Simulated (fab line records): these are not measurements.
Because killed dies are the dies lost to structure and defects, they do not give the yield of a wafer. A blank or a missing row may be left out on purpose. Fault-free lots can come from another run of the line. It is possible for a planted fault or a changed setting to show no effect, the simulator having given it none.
Which tool was responsible? / flow sky130 / 14 lots with 42 wafers sampled at 4 steps, on a route of 708 steps

WHAT THE GAUGES READ, wafer by wafer
SKY_NWELL_OVL_MEAS_23.
lot=L484; measured=day 5 02:43; on=overlay-02; NWELL_01_OVL (nm)=2.1 2.4 1.6
lot=L486; measured=day 5 19:10; on=overlay-01; NWELL_01_OVL (nm)=3.4 2.6 0.9
lot=L488; measured=day 6 05:58; on=overlay-02; NWELL_01_OVL (nm)=-0.1 1.1 0.9
lot=L491; measured=day 7 05:49; on=overlay-01; NWELL_01_OVL (nm)=2.0 0.6 1.0
lot=L492; measured=day 7 10:59; on=overlay-02; NWELL_01_OVL (nm)=0.9 -0.9 0.2
lot=L494; measured=day 7 19:56; on=overlay-01; NWELL_01_OVL (nm)=2.5 0.5 2.4
lot=L497; measured=day 8 14:32; on=overlay-01; NWELL_01_OVL (nm)=1.1 -0.8 0.4
lot=L500; measured=day 9 07:25; on=overlay-02; NWELL_01_OVL (nm)=-1.4 -0.5 0.6
lot=L501; measured=day 9 14:10; on=overlay-01; NWELL_01_OVL (nm)=0.4 1.6 2.1
lot=L502; measured=day 9 18:46; on=overlay-01; NWELL_01_OVL (nm)=1.3 -2.8 0.6
lot=L503; measured=day 10 03:22; on=overlay-02; NWELL_01_OVL (nm)=1.0 -1.6 1.9
lot=L504; measured=day 10 08:55; on=overlay-02; NWELL_01_OVL (nm)=0.1 0.8 0.5
lot=L506; measured=day 10 17:28; on=overlay-02; NWELL_01_OVL (nm)=1.3 0.9 1.2
lot=L507; measured=day 11 01:58; on=overlay-01; NWELL_01_OVL (nm)=2.0 1.1 1.3

SKY_VT_ADJUST_LVTN_TW_MEAS_10.
lot=L484; measured=day 6 17:41; on=film-metro-04; VT_ADJUST_LVTN_TW=241.1 240.5 240.0
lot=L486; measured=day 7 09:55; on=film-metro-04; VT_ADJUST_LVTN_TW=237.6 238.1 238.7
lot=L488; measured=day 7 21:23; on=film-metro-02; VT_ADJUST_LVTN_TW=243.2 244.4 243.1
lot=L491; measured=day 8 23:03; on=film-metro-02; VT_ADJUST_LVTN_TW=243.1 242.5 243.0
lot=L492; measured=day 9 04:23; on=film-metro-02; VT_ADJUST_LVTN_TW=243.9 242.0 242.0
lot=L494; measured=day 9 14:07; on=film-metro-04; VT_ADJUST_LVTN_TW=241.5 241.0 240.1
lot=L497; measured=day 10 09:54; on=film-metro-02; VT_ADJUST_LVTN_TW=243.9 243.1 242.9
lot=L500; measured=day 11 04:23; on=film-metro-02; VT_ADJUST_LVTN_TW=243.6 242.7 243.2
lot=L501; measured=day 11 12:37; on=film-metro-02; VT_ADJUST_LVTN_TW=243.8 244.2 241.6
lot=L502; measured=day 11 17:10; on=film-metro-03; VT_ADJUST_LVTN_TW=241.6 243.0 242.2
lot=L503; measured=day 12 03:38; on=film-metro-02; VT_ADJUST_LVTN_TW=243.1 245.0 243.4
lot=L504; measured=day 12 08:23; on=film-metro-03; VT_ADJUST_LVTN_TW=243.5 243.6 245.1
lot=L506; measured=day 12 18:42; on=film-metro-02; VT_ADJUST_LVTN_TW=243.8 243.0 243.0
lot=L507; measured=day 13 02:52; on=film-metro-03; VT_ADJUST_LVTN_TW=241.6 242.8 241.6

SKY_GATE_OXIDE_THK_MEAS_02.
lot=L484; measured=day 12 11:18; on=film-metro-03; GATE_OXIDE_OXIDATION_00_THK (nm)=10.19 10.15 10.14
lot=L486; measured=day 13 06:40; on=film-metro-01; GATE_OXIDE_OXIDATION_00_THK (nm)=9.83 9.81 9.76
lot=L488; measured=day 13 20:58; on=film-metro-03; GATE_OXIDE_OXIDATION_00_THK (nm)=10.45 10.33 10.47
lot=L491; measured=day 15 07:01; on=film-metro-03; GATE_OXIDE_OXIDATION_00_THK (nm)=9.90 10.08 10.04
lot=L492; measured=day 15 11:17; on=film-metro-01; GATE_OXIDE_OXIDATION_00_THK (nm)=10.16 10.06 10.03
lot=L494; measured=day 16 04:27; on=film-metro-01; GATE_OXIDE_OXIDATION_00_THK (nm)=10.36 10.52 10.41
lot=L497; measured=day 17 06:29; on=film-metro-04; GATE_OXIDE_OXIDATION_00_THK (nm)=9.96 9.92 9.89
lot=L500; measured=day 18 06:00; on=film-metro-04; GATE_OXIDE_OXIDATION_00_THK (nm)=10.13 10.13 10.10
lot=L501; measured=day 18 11:54; on=film-metro-03; GATE_OXIDE_OXIDATION_00_THK (nm)=10.25 10.29 10.11
lot=L502; measured=day 18 22:00; on=film-metro-04; GATE_OXIDE_OXIDATION_00_THK (nm)=10.53 10.28 10.29
lot=L503; measured=day 19 10:37; on=film-metro-04; GATE_OXIDE_OXIDATION_00_THK (nm)=10.31 10.32 10.27
lot=L504; measured=day 19 23:31; on=film-metro-04; GATE_OXIDE_OXIDATION_00_THK (nm)=10.46 10.47 10.53
lot=L506; measured=day 20 07:11; on=film-metro-01; GATE_OXIDE_OXIDATION_00_THK (nm)=10.33 10.34 10.43
lot=L507; measured=day 20 14:24; on=film-metro-04; GATE_OXIDE_OXIDATION_00_THK (nm)=10.25 10.40 10.49

WHAT TOOL EACH LOT RAN ON (gives the tool, then ch and the chambers of the sampled wafers, and finally the start)
lot=L484; SKY_VT_ADJUST_LVTN_SOFTBAKE_14=litho-track-04 ch 0, day 7 03:44
lot=L486; SKY_VT_ADJUST_LVTN_SOFTBAKE_14=litho-track-04 ch 0, day 7 19:26
lot=L488; SKY_VT_ADJUST_LVTN_SOFTBAKE_14=litho-track-04 ch 0, day 8 07:26
lot=L491; SKY_VT_ADJUST_LVTN_SOFTBAKE_14=litho-track-04 ch 0, day 9 09:46
lot=L492; SKY_VT_ADJUST_LVTN_SOFTBAKE_14=litho-track-04 ch 0, day 9 14:17
lot=L494; SKY_VT_ADJUST_LVTN_SOFTBAKE_14=litho-track-02 ch 0, day 10 00:40
lot=L497; SKY_VT_ADJUST_LVTN_SOFTBAKE_14=litho-track-01 ch 0, day 10 20:11
lot=L500; SKY_VT_ADJUST_LVTN_SOFTBAKE_14=litho-track-01 ch 0, day 11 16:01
lot=L501; SKY_VT_ADJUST_LVTN_SOFTBAKE_14=litho-track-01 ch 0, day 12 00:10
lot=L502; SKY_VT_ADJUST_LVTN_SOFTBAKE_14=litho-track-04 ch 0, day 12 05:14
lot=L503; SKY_VT_ADJUST_LVTN_SOFTBAKE_14=litho-track-04 ch 0, day 12 15:59
lot=L504; SKY_VT_ADJUST_LVTN_SOFTBAKE_14=litho-track-02 ch 0, day 12 20:50
lot=L506; SKY_VT_ADJUST_LVTN_SOFTBAKE_14=litho-track-01 ch 0, day 13 07:50
lot=L507; SKY_VT_ADJUST_LVTN_SOFTBAKE_14=litho-track-02 ch 0, day 13 15:20
- SKY_VT_ADJUST_LVTN_SOFTBAKE_14: time 60 s.

AS READ BY THE TOOLS THEMSELVES (means over the sampled wafers that have a number; for cases with no such wafer, the mark the record gives instead)
SKY_VT_ADJUST_LVTN_SOFTBAKE_14.
lot=L484; tool=litho-track-04; run-length-s (s)=88.96
lot=L486; tool=litho-track-04; run-length-s (s)=88.89
lot=L488; tool=litho-track-04; run-length-s (s)=99.38
lot=L491; tool=litho-track-04; run-length-s (s)=99.47
lot=L492; tool=litho-track-04; run-length-s (s)=99.52
lot=L494; tool=litho-track-02; run-length-s (s)=89.16
lot=L497; tool=litho-track-01; run-length-s (s)=89.14
lot=L500; tool=litho-track-01; run-length-s (s)=89.17
lot=L501; tool=litho-track-01; run-length-s (s)=89.15
lot=L502; tool=litho-track-04; run-length-s (s)=88.91
lot=L503; tool=litho-track-04; run-length-s (s)=88.92
lot=L504; tool=litho-track-02; run-length-s (s)=89.20
lot=L506; tool=litho-track-01; run-length-s (s)=89.13
lot=L507; tool=litho-track-02; run-length-s (s)=89.09

THE ANSWER, worked out from the rows above alone
Rule: what is usual is taken from the lots themselves. Put in order of their means at a reading, lots are off if they are a third of the lots or fewer, leave a main group of 4 or more, and stand apart from it by a gap of 3 or more times the standard deviation of the main group's means; of several such gaps the widest counts. Not used: any main group whose means are identical at the precision the tables above print for the reading. A lot without any number at a reading at which 4 lots or more have one is off too. The other lots that the step has rows for count as sound. Order of review: gauges by route order, followed by the tools' own readings, for which a lot's mean as printed above is used. The first step at which some lot is off is used, and at that step the reading that is off furthest; a lot without a number counts as furthest.
Off at SKY_VT_ADJUST_LVTN_SOFTBAKE_14 (run-length-s): L488, L491, L492. The main group has a mean of 89.07 s with a standard deviation of 0.11.
A tool fits if, at that step or a process step before it, it ran every lot that is off, and no sound lot after the first of them. Not one of the candidates tried fits.

WHAT HAD BEEN PUT IN BY THE SIMULATOR
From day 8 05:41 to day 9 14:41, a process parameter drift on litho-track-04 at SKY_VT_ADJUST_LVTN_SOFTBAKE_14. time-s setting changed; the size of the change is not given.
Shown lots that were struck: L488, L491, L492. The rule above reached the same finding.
